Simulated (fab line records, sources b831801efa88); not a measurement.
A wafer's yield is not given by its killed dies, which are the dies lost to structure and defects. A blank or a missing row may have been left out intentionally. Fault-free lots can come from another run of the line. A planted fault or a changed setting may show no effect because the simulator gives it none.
fab line records    flow sky130
[record] lots = 7  wafers = 21  last-day = 50
route steps=708 shown DNWELL@41 PWDE@45 PAD_OPEN@708
lots that met no fault: taken from a fault-free run of the same line
start-h: the number of hours between the record's first day and the start of the first shown wafer of the lot    wait-h: how many hours have passed since the lot's step before this one    " as in the row above    L1.1+2: several wafers, shown together as one row    - no value, or no start was given    * or withheld: withheld    < > ~ a bound
route shown NAME@n: a module of which the file shows steps, and the number in the route of the first    usual: the fault-free wafers' mean and standard deviation    same: alike in all rows    chamber/n: place in a boat    sites: each site's reading    _std_site: their standard deviation    _edge_site: the outer-site mean with the inner-site mean subtracted    radius-mm: how far each site lies from the wafer's centre    mask NAME#n: copy n    behind: the most recent tool/chamber to have shaped the wafer    hold: reason for holding the lot/hours on hold/outcome of the hold    device: whichever transistor did not switch (one of n, p or np)    end of line: the tests these same wafers got at the end of their route    where a step has no rows: the recipe by itself    killed: the dies lost at the first sort to structure and to defects; this is not the yield of the wafer    map: the dies of a wafer, with x for killed, . for not killed, _ for no die there
set.NAME: setting as actually run; set.NAME@STEP: the setting as run at that earlier step    model.NAME: the simulator's own value behind a step, which no gauge read
a table for each step, a row for each wafer; lots at some steps of the route
services: a tool's chamber out of use, with start hour (start-h, from the record's first day; less than 0 if before it), hours out, and reason
[[steps]]
[step SKY_DNWELL_DEVELOP_06]
[recipe] wall-angle-deg = 90  developer = TMAH  develop-time-s = 60  dev-temp-c = 23
[step SKY_DNWELL_IMPLANT_07]
[recipe] species = P  energy-kev = withheld  dose-cm2 = withheld  tilt-deg = withheld
[step SKY_DNWELL_STRIP_08]
[recipe] chemistry = O2/N2  power-w = 1400  pressure-mtorr = 1500  platen-temp-c = withheld  o2-flow-sccm = 3000  n2-flow-sccm = 300  overash-fraction = 0.5
[usual] drypump-motor-current-A = 5.27/0.26  oes-product-au = 0.722/0.0043  strip-time-to-endpoint-s = 36.91/0.11
lot.wafer  tool             chamber  start-h  wait-h  drypump-motor-current-A  oes-product-au  rf-hours-counter-h  strip-time-to-endpoint-s
L173.3     plasma-asher-02  0        64.60    0.1     5.51                     0.724           -                   37.00
L173.4     "                1        "        "       4.92                     0.719           -                   36.88
L173.6     "                1        "        "       4.94                     0.729           -                   36.99
L181.1     plasma-asher-02  0        107.01   0.1     5.53                     0.723           42                  36.88
L181.2     "                1        "        "       4.92                     0.710           42                  36.86
L181.5     "                0        "        "       5.50                     0.729           -                   36.88
L185.3     plasma-asher-02  1        128.69   0.1     4.94                     0.723           -                   36.99
L185.5     "                1        "        "       4.92                     0.723           -                   36.94
L185.6     "                0        "        "       5.49                     0.717           -                   36.91
L186.3     plasma-asher-01  1        133.80   0.1     4.95                     0.719           -                   37.00
L186.5     "                1        "        "       4.92                     0.719           -                   37.08
L186.6     "                0        "        "       5.51                     0.724           -                   37.07
L188.2     plasma-asher-01  0        146.95   0.1     5.48                     0.716           3                   36.82
L188.4     "                1        "        "       4.96                     0.731           -                   36.97
L188.6     "                1        "        "       4.97                     0.718           -                   36.96
L189.1     plasma-asher-02  1        148.57   0.1     4.92                     0.717           46                  37.02
L189.3     "                1        "        "       4.95                     0.716           -                   36.93
L189.6     "                1        "        "       4.92                     0.722           -                   36.92
L194.2     plasma-asher-01  1        179.66   0.1     4.98                     0.723           6                   37.00
L194.5     "                1        "        "       5.01                     0.723           -                   36.99
L194.6     "                0        "        "       5.54                     0.714           -                   36.95
[step SKY_DNWELL_TW_MEAS_09]
[usual] DNWELL_TW = 1113/9
lot.wafer  tool           chamber  start-h  wait-h  DNWELL_TW
L173.3     film-metro-01  -        64.68    0.1     1099
L173.4     "              -        "        "       1109
L173.6     "              -        "        "       1107
L181.1     film-metro-02  -        107.11   0.1     1115
L181.2     "              -        "        "       1120
L181.5     "              -        "        "       1118
L185.3     film-metro-04  -        128.77   0.1     1105
L185.5     "              -        "        "       1103
L185.6     "              -        "        "       1105
L186.3     film-metro-01  -        133.88   0.1     1113
L186.5     "              -        "        "       1111
L186.6     "              -        "        "       1113
L188.2     film-metro-01  -        147.06   0.1     1104
L188.4     "              -        "        "       1102
L188.6     "              -        "        "       1104
L189.1     film-metro-01  -        148.67   0.1     1113
L189.3     "              -        "        "       1112
L189.6     "              -        "        "       1111
L194.2     film-metro-04  -        179.77   0.1     1117
L194.5     "              -        "        "       1105
L194.6     "              -        "        "       1110
[step SKY_PWDE_DEHYDRATE_00]
[recipe] temp-c = 200  time-s = 60
[step SKY_PWDE_HMDS_01]
[recipe] prime-time-s = 60  prime-temp-c = 120
[step SKY_PWDE_COAT_02]
[recipe] spin-rpm = 2038  resist-thk-nm = 3000
[step SKY_PWDE_SOFTBAKE_03]
[recipe] temp-c = 110  time-s = withheld
[step SKY_PWDE_EXPOSE_04]
[recipe] mask-id = PWDEM  na = 0.6  source-shape = conventional  sigma-outer = 0.6  polarization = unpolarized  target-cd-nm = 840  dose-mj = 214
[step SKY_PWDE_PEB_05]
[recipe] temp-c = 115  time-s = withheld
[step SKY_PWDE_DEVELOP_06]
[recipe] wall-angle-deg = 90  developer = TMAH  develop-time-s = 60  dev-temp-c = 23
[step SKY_PWDE_OVL_MEAS_07]
[usual] PWDE_OVL = -0.4/1.2
lot.wafer  tool        chamber  start-h  wait-h  PWDE_OVL[nm]
L173.3     overlay-01  -        80.88    -       -2.0
L173.4     "           -        "        "       -0.2
L173.6     "           -        "        "       -0.2
L181.1     overlay-02  -        125.54   -       0.8
L181.2     "           -        "        "       -1.4
L181.5     "           -        "        "       1.6
L185.3     overlay-01  -        147.33   -       -0.3
L185.5     "           -        "        "       -0.4
L185.6     "           -        "        "       -0.1
L186.3     overlay-01  -        151.83   -       -2.3
L186.5     "           -        "        "       -2.2
L186.6     "           -        "        "       -1.7
L188.2     overlay-01  -        167.02   -       0.9
L188.4     "           -        "        "       1.6
L188.6     "           -        "        "       -0.5
L189.1     overlay-01  -        169.14   -       1.1
L189.3     "           -        "        "       -0.8
L189.6     "           -        "        "       -0.4
L194.2     overlay-02  -        201.39   -       0.9
L194.5     "           -        "        "       1.8
L194.6     "           -        "        "       0.6
[step SKY_PWDE_IMPLANT_08]
[recipe] species = B  energy-kev = 150  dose-cm2 = 3.6e+12  tilt-deg = withheld
[usual] beam-energy-keV = 150.00/0.041
lot.wafer  tool          chamber  start-h  wait-h  beam-energy-keV  model.implant.rp-nm  model.implant.drp-nm
L173.3     implanter-03  0        80.96    0.1     149.98           440.9                97.97
L173.4     "             0        "        "       150.04           440.9                97.97
L173.6     "             0        "        "       150.00           440.9                97.97
L181.1     implanter-02  0        125.57   0.0     149.99           436.5                97.97
L181.2     "             0        "        "       149.96           436.5                97.97
L181.5     "             0        "        "       150.00           436.5                97.97
L185.3     implanter-03  0        147.40   0.1     128.01           383.7                92.22
L185.5     "             0        "        "       128.04           383.7                92.22
L185.6     "             0        "        "       128.04           383.7                92.22
L186.3     implanter-04  0        151.90   0.1     149.91           429.5                97.97
L186.5     "             0        "        "       149.95           429.5                97.97
L186.6     "             0        "        "       150.05           429.5                97.97
L188.2     implanter-03  0        167.08   0.0     127.96           383.2                92.22
L188.4     "             0        "        "       128.05           383.2                92.22
L188.6     "             0        "        "       127.93           383.2                92.22
L189.1     implanter-03  0        169.17   0.0     127.95           392.2                92.22
L189.3     "             0        "        "       127.96           392.2                92.22
L189.6     "             0        "        "       127.99           392.2                92.22
L194.2     implanter-02  0        201.45   0.0     149.97           432.6                97.97
L194.5     "             0        "        "       150.05           432.6                97.97
L194.6     "             0        "        "       150.01           432.6                97.97
[step SKY_PWDE_STRIP_09]
[recipe] chemistry = O2/N2  power-w = 1400  pressure-mtorr = 1500  platen-temp-c = withheld  o2-flow-sccm = 3000  n2-flow-sccm = 300  overash-fraction = 0.5
[usual] drypump-motor-current-A = 5.5/0.44  oes-product-au = 0.722/0.0045  strip-time-to-endpoint-s = 36.57/0.12
lot.wafer  tool             chamber  start-h  wait-h  drypump-motor-current-A  oes-product-au  rf-hours-counter-h  strip-time-to-endpoint-s
L173.3     plasma-asher-02  0        81.09    0.1     5.5                      0.724           -                   36.66
L173.4     "                1        "        "       5.0                      0.724           -                   36.67
L173.6     "                0        "        "       5.5                      0.725           -                   36.67
L181.1     plasma-asher-01  1        125.72   0.1     5.0                      0.719           1                   36.61
L181.2     "                0        "        "       5.5                      0.728           1                   36.49
L181.5     "                1        "        "       5.0                      0.721           -                   36.61
L185.3     plasma-asher-01  1        147.53   0.1     5.0                      0.725           -                   36.51
L185.5     "                1        "        "       5.0                      0.726           -                   36.57
L185.6     "                0        "        "       5.5                      0.722           -                   36.58
L186.3     plasma-asher-01  0        152.03   0.1     5.5                      0.721           -                   36.46
L186.5     "                1        "        "       5.0                      0.725           -                   36.63
L186.6     "                0        "        "       5.5                      0.724           -                   36.58
L188.2     plasma-asher-04  1        167.20   0.1     6.2                      0.723           35                  36.61
L188.4     "                1        "        "       6.2                      0.724           -                   36.73
L188.6     "                0        "        "       5.8                      0.728           -                   36.72
L189.1     plasma-asher-02  1        169.32   0.1     4.9                      0.724           48                  36.26
L189.3     "                0        "        "       5.5                      0.732           -                   36.31
L189.6     "                1        "        "       5.0                      0.724           -                   36.44
L194.2     plasma-asher-02  1        201.57   0.1     4.9                      0.720           51                  36.48
L194.5     "                1        "        "       4.9                      0.721           -                   36.48
L194.6     "                0        "        "       5.5                      0.716           -                   36.60
[step SKY_PAD_OPEN_PROBE_99]
[usual] killed_at_M0_to_M3 = 43/7.3  killed_at_M4_up = 3.5/2.2  killed-at-contacts = 24/5.3  killed-at-front-end = 15/4.2  killed-at-other = 0.3/0.67  killed-dies = 86/9.8  killed-open = 47/7.2  killed-short = 39/6.5
[same] gross-dies = 492  killed-at-back-side = 0
lot.wafer  tool       chamber  start-h  wait-h  killed_at_M0_to_M3  killed_at_M4_up  killed-at-contacts  killed-at-front-end  killed-at-other  killed-dies  killed-open  killed-short  model.etest.res_p_drift_20v.line-ohm-um  model.etest.res_p_drift_20v.rs-ohm-sq
L173.3     prober-01  -        1077.27  0.2     52                  6                18                  14                   0                90           47           43            1.032e+04                                8626
L173.4     prober-01  -        1077.32  0.2     39                  2                25                  13                   3                82           44           35            1.036e+04                                8501
L173.6     prober-01  -        1077.42  0.2     41                  5                24                  20                   0                90           55           35            1.032e+04                                8598
L181.1     prober-02  -        1154.11  0.1     43                  3                27                  11                   0                84           53           31            1.076e+04                                8833
L181.2     prober-02  -        1154.16  0.1     51                  10               25                  16                   1                103          55           48            1.005e+04                                8284
L181.5     prober-02  -        1154.31  0.2     54                  2                27                  13                   0                96           54           41            1.059e+04                                8715
L186.3     prober-01  -        1160.21  0.2     49                  4                23                  13                   0                89           42           45            1.123e+04                                9547
L186.5     prober-01  -        1160.31  0.2     43                  7                21                  18                   0                89           46           43            1.148e+04                                9551
L186.6     prober-01  -        1160.36  0.2     43                  7                27                  17                   0                94           48           46            1.217e+04                                1.016e+04
L185.3     prober-02  -        1160.51  0.5     40                  4                19                  16                   0                79           41           38            1.687e+04                                1.398e+04
L185.5     prober-02  -        1160.61  0.5     35                  4                19                  14                   0                72           34           38            1.666e+04                                1.392e+04
L185.6     prober-02  -        1160.66  0.6     17                  2                21                  17                   0                57           32           24            1.598e+04                                1.311e+04
L188.2     prober-02  -        1169.95  0.1     44                  6                19                  23                   0                92           51           41            1.515e+04                                1.26e+04
L188.4     prober-02  -        1170.05  0.2     41                  2                22                  10                   0                75           38           37            1.576e+04                                1.317e+04
L188.6     prober-02  -        1170.15  0.2     37                  3                23                  12                   0                75           46           29            1.476e+04                                1.212e+04
L189.1     prober-01  -        1171.40  0.1     56                  4                26                  8                    0                94           42           52            1.432e+04                                1.207e+04
L189.3     prober-01  -        1171.50  0.2     35                  2                30                  12                   1                80           44           36            1.734e+04                                1.445e+04
L189.6     prober-01  -        1171.65  0.2     44                  2                20                  15                   0                81           46           35            1.646e+04                                1.373e+04
L194.2     prober-01  -        1207.09  0.1     54                  0                26                  16                   0                96           49           44            1.14e+04                                 9594
L194.5     prober-01  -        1207.24  0.2     49                  2                26                  17                   0                94           57           37            1.128e+04                                9590
L194.6     prober-01  -        1207.29  0.2     39                  3                30                  21                   0                93           52           39            1.072e+04                                8996
// killed by level:class
L173.3 VIA3:geometric-particle:open=8 VIA1:geometric-particle:short=7 CONTACT:geometric-particle:open=7 VIA1:geometric-particle:open=7 METAL3:geometric-particle:short=6 METAL2:geometric-particle:short=6 METAL1:geometric-particle:short=5 FIELD_ISO:geometric-particle:open=4
L173.4 CONTACT:geometric-particle:open=9 LI_CONTACT:geometric-particle:open=6 LOCAL_INTERCONNECT:geometric-particle:short=6 METAL2:geometric-particle:short=6 VIA2:geometric-particle:open=6 METAL1:geometric-particle:short=5 VIA1:geometric-particle:open=5 METAL3:geometric-particle:short=4
L173.6 VIA1:geometric-particle:open=14 CONTACT:geometric-particle:open=11 LI_CONTACT:geometric-particle:open=7 VIA2:geometric-particle:short=6 FIELD_ISO:geometric-particle:short=5 METAL2:geometric-particle:short=5 VIA3:geometric-particle:open=5 FIELD_ISO:geometric-particle:open=4
L181.1 CONTACT:geometric-particle:open=12 VIA1:geometric-particle:short=8 VIA3:geometric-particle:open=8 LI_CONTACT:geometric-particle:open=7 VIA2:geometric-particle:open=6 VIA1:geometric-particle:open=6 METAL1:geometric-particle:short=5 FIELD_ISO:geometric-particle:open=3
L181.2 VIA1:geometric-particle:open=16 CONTACT:geometric-particle:open=10 METAL4:geometric-particle:short=8 VIA2:geometric-particle:open=6 METAL2:geometric-particle:short=6 CONTACT:geometric-particle:short=6 VIA1:geometric-particle:short=6 FIELD_ISO:geometric-particle:open=5
L181.5 VIA1:geometric-particle:open=13 VIA3:geometric-particle:open=9 LI_CONTACT:geometric-particle:open=8 CONTACT:geometric-particle:open=7 METAL1:geometric-particle:short=7 VIA2:geometric-particle:open=6 METAL2:geometric-particle:short=6 CONTACT:geometric-particle:short=5
L186.3 VIA1:geometric-particle:open=9 VIA1:geometric-particle:short=9 LI_CONTACT:geometric-particle:open=7 VIA3:geometric-particle:open=7 VIA2:geometric-particle:open=5 LI_CONTACT:geometric-particle:short=5 METAL2:geometric-particle:short=5 POLY_GATE:geometric-particle:open=4
L186.5 CONTACT:geometric-particle:open=13 VIA1:geometric-particle:open=12 METAL4:geometric-particle:short=7 FIELD_ISO:geometric-particle:short=6 VIA3:geometric-particle:open=6 FIELD_ISO:geometric-particle:open=5 METAL1:geometric-particle:short=5 VIA2:geometric-particle:open=5
L186.6 CONTACT:geometric-particle:open=11 VIA1:geometric-particle:open=10 LI_CONTACT:geometric-particle:open=8 METAL2:geometric-particle:short=7 FIELD_ISO:geometric-particle:short=6 VIA3:geometric-particle:short=5 VIA2:geometric-particle:open=5 METAL4:geometric-particle:short=5
L185.3 VIA1:geometric-particle:open=9 VIA1:geometric-particle:short=7 LI_CONTACT:geometric-particle:open=6 METAL1:geometric-particle:short=6 VIA3:geometric-particle:open=6 CONTACT:geometric-particle:short=5 FIELD_ISO:geometric-particle:open=4 POLY_GATE:geometric-particle:open=4
L185.5 VIA1:geometric-particle:open=12 CONTACT:geometric-particle:open=7 METAL2:geometric-particle:short=6 LOCAL_INTERCONNECT:geometric-particle:short=6 METAL3:geometric-particle:short=5 METAL4:geometric-particle:short=4 FIELD_ISO:geometric-particle:open=3 POLY_GATE:geometric-particle:open=3
L185.6 CONTACT:geometric-particle:open=12 FIELD_ISO:geometric-particle:open=5 POLY_GATE:geometric-particle:short=5 VIA1:geometric-particle:open=5 METAL2:geometric-particle:short=5 FIELD_ISO:geometric-particle:short=4 METAL1:geometric-particle:short=3 LI_CONTACT:geometric-particle:open=2
L188.2 VIA1:geometric-particle:open=12 VIA2:geometric-particle:open=7 FIELD_ISO:geometric-particle:short=6 LI_CONTACT:geometric-particle:open=6 METAL3:geometric-particle:short=6 VIA3:geometric-particle:open=6 POLY_GATE:geometric-particle:open=5 METAL1:geometric-particle:short=5
L188.4 CONTACT:geometric-particle:open=11 VIA1:geometric-particle:open=8 LOCAL_INTERCONNECT:geometric-particle:short=5 VIA1:geometric-particle:short=5 VIA2:geometric-particle:open=5 METAL2:geometric-particle:short=4 VIA2:geometric-particle:short=4 METAL3:geometric-particle:short=4
L188.6 VIA1:geometric-particle:open=14 CONTACT:geometric-particle:open=9 LI_CONTACT:geometric-particle:open=6 POLY_GATE:geometric-particle:open=5 METAL1:geometric-particle:short=5 CONTACT:geometric-particle:short=4 VIA2:geometric-particle:open=4 POLY_GATE:geometric-particle:short=3
L189.1 VIA1:geometric-particle:open=8 VIA2:geometric-particle:open=7 METAL2:geometric-particle:short=7 CONTACT:geometric-particle:open=6 METAL1:geometric-particle:short=6 VIA1:geometric-particle:short=6 VIA3:geometric-particle:open=6 LI_CONTACT:geometric-particle:short=5
L189.3 VIA1:geometric-particle:open=10 CONTACT:geometric-particle:open=10 LI_CONTACT:geometric-particle:open=8 METAL2:geometric-particle:short=6 LOCAL_INTERCONNECT:geometric-particle:short=5 FIELD_ISO:geometric-particle:open=4 POLY_GATE:geometric-particle:short=4 VIA3:geometric-particle:short=4
L189.6 CONTACT:geometric-particle:open=9 LI_CONTACT:geometric-particle:open=7 VIA1:geometric-particle:open=7 VIA2:geometric-particle:open=6 METAL1:geometric-particle:short=6 POLY_GATE:geometric-particle:open=5 POLY_GATE:geometric-particle:short=5 VIA3:geometric-particle:open=5
L194.2 CONTACT:geometric-particle:open=12 VIA1:geometric-particle:short=10 VIA1:geometric-particle:open=10 METAL2:geometric-particle:short=9 VIA2:geometric-particle:open=7 LOCAL_INTERCONNECT:geometric-particle:short=5 VIA3:geometric-particle:open=5 POLY_GATE:geometric-particle:open=4
L194.5 VIA1:geometric-particle:open=14 VIA3:geometric-particle:open=11 LI_CONTACT:geometric-particle:open=7 CONTACT:geometric-particle:open=7 VIA1:geometric-particle:short=7 CONTACT:geometric-particle:short=6 VIA2:geometric-particle:open=6 METAL2:geometric-particle:short=5
L194.6 CONTACT:geometric-particle:open=12 VIA2:geometric-particle:open=10 VIA1:geometric-particle:open=9 CONTACT:geometric-particle:short=8 FIELD_ISO:geometric-particle:open=5 LOCAL_INTERCONNECT:geometric-particle:short=5 METAL1:geometric-particle:short=5 VIA3:geometric-particle:short=4
[[services]]
tool             chamber  start-h  hours  kind
plasma-asher-02  -        52.89    3.3    repair
implanter-03     -        64.57    4.3    pm
plasma-asher-01  -        108.75   9.0    pm
plasma-asher-01  0        108.75   9.0    vent-cycle
plasma-asher-01  1        108.75   9.0    vent-cycle
plasma-asher-01  0        117.75   -      clean
plasma-asher-01  1        117.75   -      clean
plasma-asher-04  -        122.35   0.3    repair
implanter-02     -        131.16   6.6    pm
plasma-asher-04  -        137.19   0.7    repair
implanter-02     -        156.80   1.1    repair
implanter-02     -        175.75   8.5    pm
plasma-asher-04  -        196.44   2.8    pm
[[key]]
[first-sign] step = SKY_PWDE_IMPLANT_08  reading = beam-energy-keV  direction = down  sigmas = 99+  usual = *  struck = *
effect none on later readings
[model-effect] step = SKY_PWDE_IMPLANT_08  value = implant.rp-nm  without = 437.3  struck = 386.4
[model-effect] step = SKY_PAD_OPEN_PROBE_99  value = etest.res_p_drift_20v.line-ohm-um  without = 1.067e+04  struck = 1.592e+04
met-at SKY_PWDE_IMPLANT_08
struck-wafers L185.3,L185.5,L185.6,L188.2,L188.4,L188.6,L189.1,L189.3,L189.6
tester-left-out L185,L188,L189
onset-between 80.96 147.40
[fault] kind = process-parameter-drift  tool = implanter-03  chamber = -  onset-h = 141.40  steps = SKY_PWDE_IMPLANT_08  channel = energy-kev  offset = *  shape = step  end-h = 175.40  acts-in = *  stated = *
// tester-left-out: of these lots the tester's yield and bins aren't shown, on N5 and GAA mostly nor the transistor test; their killed dies are dies lost to structure and defects alone, not to doping, threshold or leakage, so they don't give the yield
